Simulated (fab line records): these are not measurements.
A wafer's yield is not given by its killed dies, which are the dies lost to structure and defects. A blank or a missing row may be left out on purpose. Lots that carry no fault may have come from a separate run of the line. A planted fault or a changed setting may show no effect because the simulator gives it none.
Matching of chambers || flow sky130 || SKY_VIA4_ETCH_12 on rie_diel-03 has 4 sister chambers
The step etches SiO2 in C4F8/O2/Ar, stops on TiN, target depth 580 nm. 4 wafers are shown with their chamber, then 7 later ones without.

WAFERS PAIRED WITH THEIR CHAMBERS
{"wafer": "L489.4", "chamber": 1, "oes_product_au (a.u.)": 0.921}
{"wafer": "L499.5", "chamber": 2, "oes_product_au (a.u.)": 0.932}
{"wafer": "L501.1", "chamber": 0, "oes_product_au (a.u.)": 0.929}
{"wafer": "L501.3", "chamber": 3, "oes_product_au (a.u.)": 0.924}

WAFERS MISSING THEIR CHAMBER
{"wafer": "L501.4", "oes_product_au (a.u.)": 0.929}
{"wafer": "L502.1", "oes_product_au (a.u.)": 0.923}
{"wafer": "L502.5", "oes_product_au (a.u.)": 0.924}
{"wafer": "L502.6", "oes_product_au (a.u.)": 0.925}
{"wafer": "L504.2", "oes_product_au (a.u.)": 0.926}
{"wafer": "L504.3", "oes_product_au (a.u.)": 0.927}
{"wafer": "L504.5", "oes_product_au (a.u.)": 0.922}

EACH ONE'S CHAMBER
{"wafer": "L501.4", "from the rows above": 0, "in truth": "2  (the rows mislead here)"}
{"wafer": "L502.1", "from the rows above": "can't be placed: 3 or 1", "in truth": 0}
{"wafer": "L502.5", "from the rows above": 3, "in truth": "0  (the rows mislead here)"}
{"wafer": "L502.6", "from the rows above": 3, "in truth": 3}
{"wafer": "L504.2", "from the rows above": "can't be placed: 3 or 0", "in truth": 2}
{"wafer": "L504.3", "from the rows above": "can't be placed: 0 or 3", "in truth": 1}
{"wafer": "L504.5", "from the rows above": "can't be placed: 1 or 3", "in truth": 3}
1 of 7 placed correctly. Not placeable from these rows: 4 (in 1, the candidates include the true chamber). Number placed wrongly: 2.
How it was worked out, from the rows above alone: a wafer's distance from a chamber is the root of the sum, over the readings, of the square of ((its reading less the chamber's mean) divided by the reading's scatter). The wafer belongs to the nearest chamber; if the next one is less than 2 further off, it can't be placed. The mean given for a chamber averages the wafers shown for that chamber. The scatter: with one shown wafer a chamber, the root of the mean of the squares of how far each hidden wafer lies from its nearest shown one.
